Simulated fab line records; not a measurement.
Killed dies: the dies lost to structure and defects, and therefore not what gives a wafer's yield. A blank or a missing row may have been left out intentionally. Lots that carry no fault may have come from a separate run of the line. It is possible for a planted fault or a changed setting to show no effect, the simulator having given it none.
Matching of chambers :: flow sky130 :: SKY_PASSIVATION_ETCH_11 on rie-diel-04: 4 sister chambers
The step etches the open film in CF4/O2, stops on AlCu, target depth 725 nm, time 161.1 s. 14 wafers are shown with their chamber, then 7 later ones without.

## EACH WAFER AND ITS CHAMBER
wafer: L701.3
chamber: 2
drypump-motor-current-A (A): 5.7
oes-product-au (a.u.): 0.973
throttle-valve-pct (%): 5.963

wafer: L701.4
chamber: 0
drypump-motor-current-A (A): 5.6
oes-product-au (a.u.): 0.973
throttle-valve-pct (%): 5.973

wafer: L701.5
chamber: 2
drypump-motor-current-A (A): 5.7
oes-product-au (a.u.): 0.972
throttle-valve-pct (%): 5.960

wafer: L704.1
chamber: 1
drypump-motor-current-A (A): 6.5
oes-product-au (a.u.): 0.971
throttle-valve-pct (%): 5.960

wafer: L704.2
chamber: 0
drypump-motor-current-A (A): 5.6
oes-product-au (a.u.): 0.960
throttle-valve-pct (%): 5.949

wafer: L704.4
chamber: 3
drypump-motor-current-A (A): 5.7
oes-product-au (a.u.): 0.966
throttle-valve-pct (%): 5.957

wafer: L706.1
chamber: 2
drypump-motor-current-A (A): 5.7
oes-product-au (a.u.): 0.979
throttle-valve-pct (%): 5.973

wafer: L706.2
chamber: 0
drypump-motor-current-A (A): 5.7
oes-product-au (a.u.): 0.971
throttle-valve-pct (%): 5.962

wafer: L706.5
chamber: 0
drypump-motor-current-A (A): 5.7
oes-product-au (a.u.): 0.967
throttle-valve-pct (%): 5.959

wafer: L714.1
chamber: 2
drypump-motor-current-A (A): 5.7
oes-product-au (a.u.): 0.970
throttle-valve-pct (%): 5.964

wafer: L714.2
chamber: 3
drypump-motor-current-A (A): 5.7
oes-product-au (a.u.): 0.967
throttle-valve-pct (%): 5.959

wafer: L714.3
chamber: 0
drypump-motor-current-A (A): 5.7
oes-product-au (a.u.): 0.954
throttle-valve-pct (%): 5.984

wafer: L717.1
chamber: 2
drypump-motor-current-A (A): 5.7
oes-product-au (a.u.): 0.975
throttle-valve-pct (%): 5.960

wafer: L717.3
chamber: 3
drypump-motor-current-A (A): 5.7
oes-product-au (a.u.): 0.972
throttle-valve-pct (%): 5.973

SIGNATURES, as means of the wafers listed above
reading: drypump-motor-current-A
chamber 0: 5.660
chamber 1: 6.500
chamber 2: 5.700
chamber 3: 5.700
scatter within a chamber: 0.0346

reading: oes-product-au
chamber 0: 0.96500
chamber 1: 0.97100
chamber 2: 0.97380
chamber 3: 0.96833
scatter within a chamber: 0.00563

reading: throttle-valve-pct
chamber 0: 5.96540
chamber 1: 5.96000
chamber 2: 5.96400
chamber 3: 5.96300
scatter within a chamber: 0.00996
Rule: a wafer's distance from a chamber is the root of the sum, over the readings, of the square of ((its reading less the chamber's mean) divided by the reading's scatter). If the next closest chamber is less than 2 further off than the closest, the wafer can't be placed; otherwise it belongs to the closest. How the scatter is found: for the shown wafers, subtract from each reading the mean of its chamber, square and add these, divide the total by (wafers less chambers), then take the root.

## WAFERS WITHOUT THEIR CHAMBER
wafer: L717.6
drypump-motor-current-A (A): 5.7
oes-product-au (a.u.): 0.978
throttle-valve-pct (%): 5.975

wafer: L719.1
drypump-motor-current-A (A): 5.7
oes-product-au (a.u.): 0.963
throttle-valve-pct (%): 5.959

wafer: L719.3
drypump-motor-current-A (A): 5.7
oes-product-au (a.u.): 0.969
throttle-valve-pct (%): 5.955

wafer: L719.4
drypump-motor-current-A (A): 6.5
oes-product-au (a.u.): 0.966
throttle-valve-pct (%): 5.948

wafer: L721.1
drypump-motor-current-A (A): 5.7
oes-product-au (a.u.): 0.963
throttle-valve-pct (%): 5.945

wafer: L721.4
drypump-motor-current-A (A): 5.7
oes-product-au (a.u.): 0.971
throttle-valve-pct (%): 5.959

wafer: L721.5
drypump-motor-current-A (A): 5.7
oes-product-au (a.u.): 0.970
throttle-valve-pct (%): 5.966

## WHICH CHAMBER EACH ONE RAN IN
wafer: L717.6
from the rows above: can't be placed: 2 or 3 or 0
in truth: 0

wafer: L719.1
from the rows above: can't be placed: 3 or 0 or 2
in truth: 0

wafer: L719.3
from the rows above: can't be placed: 3 or 2 or 0
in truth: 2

wafer: L719.4
from the rows above: 1
in truth: 1

wafer: L721.1
from the rows above: can't be placed: 3 or 0 or 2
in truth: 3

wafer: L721.4
from the rows above: can't be placed: 3 or 2 or 0
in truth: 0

wafer: L721.5
from the rows above: can't be placed: 3 or 2 or 0
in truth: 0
Placed correctly: 1 of 7. Can't be placed from these rows: 6 (the true chamber is among the candidates in 6). Wrongly placed: 0.
